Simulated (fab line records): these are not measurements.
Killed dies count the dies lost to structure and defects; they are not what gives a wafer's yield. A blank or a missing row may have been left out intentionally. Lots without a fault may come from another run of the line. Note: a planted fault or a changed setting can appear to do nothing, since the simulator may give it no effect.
Matching of chambers || flow gf180mcu || rie-si-02 running GF_POLY_GATE_ETCH_13: 4 sister chambers
The step etches poly-Si in HBr/Cl2, stops on SiO2, target depth 198.5 nm, time 69.6 s. 8 wafers are shown with their chamber, then 7 later ones without.

WAFERS, EACH WITH ITS CHAMBER
{"wafer": "L429.6", "chamber": 2, "drypump-motor-current-A (A)": 5.8, "oes-product-au (a.u.)": 0.964}
{"wafer": "L437.5", "chamber": 0, "drypump-motor-current-A (A)": 5.8, "oes-product-au (a.u.)": 0.980}
{"wafer": "L441.1", "chamber": 2, "drypump-motor-current-A (A)": 5.8, "oes-product-au (a.u.)": 0.968}
{"wafer": "L441.4", "chamber": 3, "drypump-motor-current-A (A)": 6.5, "oes-product-au (a.u.)": 0.976}
{"wafer": "L442.3", "chamber": 0, "drypump-motor-current-A (A)": 5.8, "oes-product-au (a.u.)": 0.973}
{"wafer": "L442.6", "chamber": 1, "drypump-motor-current-A (A)": 6.5, "oes-product-au (a.u.)": 0.977}
{"wafer": "L443.1", "chamber": 3, "drypump-motor-current-A (A)": 6.6, "oes-product-au (a.u.)": 0.995}
{"wafer": "L443.5", "chamber": 1, "drypump-motor-current-A (A)": 6.5, "oes-product-au (a.u.)": 0.984}

WAFERS WHOSE CHAMBER IS MISSING
{"wafer": "L443.6", "drypump-motor-current-A (A)": 5.8, "oes-product-au (a.u.)": 0.965}
{"wafer": "L444.2", "drypump-motor-current-A (A)": 6.5, "oes-product-au (a.u.)": 0.986}
{"wafer": "L444.3", "drypump-motor-current-A (A)": 5.8, "oes-product-au (a.u.)": 0.980}
{"wafer": "L444.4", "drypump-motor-current-A (A)": 5.8, "oes-product-au (a.u.)": 0.969}
{"wafer": "L446.3", "drypump-motor-current-A (A)": 5.8, "oes-product-au (a.u.)": 0.972}
{"wafer": "L446.4", "drypump-motor-current-A (A)": 5.8, "oes-product-au (a.u.)": 0.973}
{"wafer": "L446.6", "drypump-motor-current-A (A)": 5.8, "oes-product-au (a.u.)": 0.980}

THE CHAMBER EACH PASSED THROUGH
{"wafer": "L443.6", "from the rows above": "can't be placed: 2 or 0", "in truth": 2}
{"wafer": "L444.2", "from the rows above": "can't be placed: 1 or 3", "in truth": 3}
{"wafer": "L444.3", "from the rows above": "can't be placed: 0 or 2", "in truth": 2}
{"wafer": "L444.4", "from the rows above": "can't be placed: 2 or 0", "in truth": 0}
{"wafer": "L446.3", "from the rows above": "can't be placed: 0 or 2", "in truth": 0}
{"wafer": "L446.4", "from the rows above": "can't be placed: 0 or 2", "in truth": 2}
{"wafer": "L446.6", "from the rows above": "can't be placed: 0 or 2", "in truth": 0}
0 of 7 placed correctly. Can't be placed from these rows: 7 (the true chamber is among the candidates in 7). Placed wrongly: 0.
How it was worked out, from the rows above alone: a wafer's distance from a chamber is the root of the sum, over the readings, of the square of ((its reading less the chamber's mean) divided by the reading's scatter). The wafer belongs to the nearest chamber; if the next one is less than 2 further off, it can't be placed. Each chamber's mean is taken over the wafers shown for it. The scatter: the root of (the sum of the squares of (reading less its chamber's mean) over the shown wafers, divided by (wafers less chambers)).
